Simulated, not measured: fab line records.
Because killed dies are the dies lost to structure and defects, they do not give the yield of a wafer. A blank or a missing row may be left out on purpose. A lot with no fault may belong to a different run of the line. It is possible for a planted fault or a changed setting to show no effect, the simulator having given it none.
Which tool is to blame? | flow gf180mcu | Sampling: 13 lots, 39 wafers, 4 of 602 route steps

== WHAT EACH GAUGE READ, for each wafer ==
GF_POLY_GATE_CD_MEAS_10 targets a cd of 280 nm.
lot  | measured     | on       | cdNm (nm)
L203 | day 10 01:57 | cdSem-01 | 280.6 279.8 278.6
L204 | day 10 11:29 | cdSem-01 | 277.5 277.3 278.3
L205 | day 10 12:08 | cdSem-02 | 279.0 280.2 279.5
L206 | day 10 20:34 | cdSem-02 | 281.5 281.6 282.3
L208 | day 11 13:48 | cdSem-01 | 278.9 279.2 279.5
L211 | day 12 01:39 | cdSem-02 | 280.5 281.2 281.0
L210 | day 12 01:55 | cdSem-01 | 279.5 279.3 280.5
L212 | day 12 09:06 | cdSem-01 | 277.8 276.7 277.5
L214 | day 12 22:02 | cdSem-01 | 278.0 278.8 279.9
L215 | day 13 06:53 | cdSem-02 | 278.0 278.8 278.3
L216 | day 13 16:21 | cdSem-01 | 279.0 279.0 279.1
L222 | day 15 07:04 | cdSem-02 | 281.3 280.2 280.6
L224 | day 15 16:14 | cdSem-01 | 277.6 278.6 277.4

GF_HV_LDD_TW_MEAS_11.
lot  | measured     | on           | HV_LDD_TW
L203 | day 11 04:05 | filmMetro-01 | 2380 2397 2383
L204 | day 11 14:08 | filmMetro-01 | 2386 2392 2393
L205 | day 11 14:23 | filmMetro-04 | 2410 2409 2412
L206 | day 11 20:11 | filmMetro-02 | 2410 2389 2398
L208 | day 12 10:59 | filmMetro-02 | 2387 2383 2395
L211 | day 13 02:17 | filmMetro-01 | 2375 2400 2394
L210 | day 13 02:31 | filmMetro-04 | 2401 2402 2412
L212 | day 13 11:33 | filmMetro-04 | 2399 2398 2397
L214 | day 13 22:19 | filmMetro-04 | 2403 2411 2396
L215 | day 14 06:26 | filmMetro-04 | 2421 2413 2425
L216 | day 14 15:15 | filmMetro-01 | 2401 2390 2407
L222 | day 16 07:01 | filmMetro-01 | 2382 2372 2378
L224 | day 16 16:04 | filmMetro-01 | 2376 2379 2370

GF_CONTACT_THK_MEAS_01.
lot  | measured     | on           | CONTACT_CVD_00_THK (nm)
L203 | day 16 11:05 | filmMetro-02 | 306.6 301.4 304.2
L204 | day 16 22:42 | filmMetro-02 | 300.5 298.7 298.6
L205 | day 16 23:54 | filmMetro-01 | 307.6 298.6 302.4
L206 | day 17 04:19 | filmMetro-02 | 303.4 302.9 302.9
L208 | day 18 01:35 | filmMetro-01 | 300.0 299.1 301.8
L211 | day 18 20:35 | filmMetro-01 | 304.5 298.9 302.3
L210 | day 18 21:19 | filmMetro-01 | 304.6 304.7 303.8
L212 | day 19 06:54 | filmMetro-02 | 302.8 302.8 303.3
L214 | day 19 21:03 | filmMetro-04 | 300.9 297.2 301.0
L215 | day 20 05:14 | filmMetro-02 | 447.2 445.8 449.3
L216 | day 20 16:58 | filmMetro-01 | 453.7 451.0 449.1
L222 | day 22 10:11 | filmMetro-01 | 297.9 297.6 297.0
L224 | day 22 16:51 | filmMetro-04 | 298.5 300.7 300.0

== WHICH TOOL RAN EACH LOT (tool, then ch and the chambers of the sampled wafers, then the start) ==
lot  | GF_CONTACT_CVD_00
L203 | hdpcvd-02 ch 0,1,2, day 16 11:02
L204 | hdpcvd-01 ch 1,2, day 16 22:40
L205 | hdpcvd-02 ch 0,1,2, day 16 23:52
L206 | hdpcvd-02 ch 0,1,2, day 17 04:16
L208 | hdpcvd-02 ch 0,2, day 18 01:32
L211 | hdpcvd-02 ch 0,1, day 18 20:33
L210 | hdpcvd-02 ch 0,2, day 18 21:15
L212 | hdpcvd-02 ch 0,2, day 19 06:51
L214 | hdpcvd-02 ch 0,1,2, day 19 21:00
L215 | hdpcvd-02 ch 0,1,2, day 20 05:11
L216 | hdpcvd-02 ch 0,1,2, day 20 16:55
L222 | hdpcvd-01 ch 0,1,2, day 22 10:07
L224 | hdpcvd-01 ch 0,1,2, day 22 16:48
- GF_CONTACT_CVD_00: deposits SiO2, target thk 300 nm, time 50 s.

== AS READ BY THE TOOLS THEMSELVES (means over the sampled wafers that have a number; for cases with no such wafer, the mark the record gives instead) ==
GF_CONTACT_CVD_00.
lot  | tool      | sih4FlowSccm (sccm)
L203 | hdpcvd-02 | 59.99
L204 | hdpcvd-01 | 60.11
L205 | hdpcvd-02 | 60.18
L206 | hdpcvd-02 | 59.84
L208 | hdpcvd-02 | 59.94
L211 | hdpcvd-02 | 59.78
L210 | hdpcvd-02 | 60.14
L212 | hdpcvd-02 | 59.95
L214 | hdpcvd-02 | 60.02
L215 | hdpcvd-02 | 90.06
L216 | hdpcvd-02 | 90.04
L222 | hdpcvd-01 | 60.06
L224 | hdpcvd-01 | 60.09

== THE ANSWER, worked out from the rows above alone ==
Rule: the usual values come from the lots themselves. The widest of any qualifying gaps counts: lots, ordered by their means at a reading, are off when they make up no more than a third of the lots, leave a main group of 4 or more, and stand apart from it by 3 or more times the standard deviation of that group's means. A main group whose means are all the same, to the digits that the tables above print for the reading, isn't used. A lot without any number at a reading at which 4 lots or more have one is off too. The other lots that the step has rows for count as sound. Order of review: gauges by route order, followed by the tools' own readings, for which a lot's mean as printed above is used. The first step at which some lot is off is used, and at that step the reading that is off furthest; a lot without a number counts as furthest.
Off: L215, L216, seen at GF_CONTACT_THK_MEAS_01 (CONTACT_CVD_00_THK). Main group: mean 301.4 nm, sd 2.1.
If a tool, at a process step before that reading, ran all the lots that are off and no sound lot after the first of them, it fits. The gauges at GF_CONTACT_THK_MEAS_01 aren't tried: what is off there is off at GF_CONTACT_CVD_00 too, on other tools, and a gauge's error can't cause that. One fits: hdpcvd-02 at GF_CONTACT_CVD_00. A fault onset in the window from L214 (day 19 21:00, its last sound lot) to L215 (day 20 05:11, its first lot off) fits.
The tool's own readings at GF_CONTACT_CVD_00 bear it out: on the lots that are off they differ by more than 5 times the standard deviation of the sound lots' means. sih4FlowSccm reads 90.05 sccm there against 60.01 sccm on the sound lots.

== WHAT HAD BEEN PUT IN BY THE SIMULATOR ==
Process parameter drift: hdpcvd-02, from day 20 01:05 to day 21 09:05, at GF_CONTACT_CVD_00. Setting sih4FlowSccm, moved by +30, from 60. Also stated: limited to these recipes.
Lots struck among those shown: L215, L216. The rule above reached the same finding.
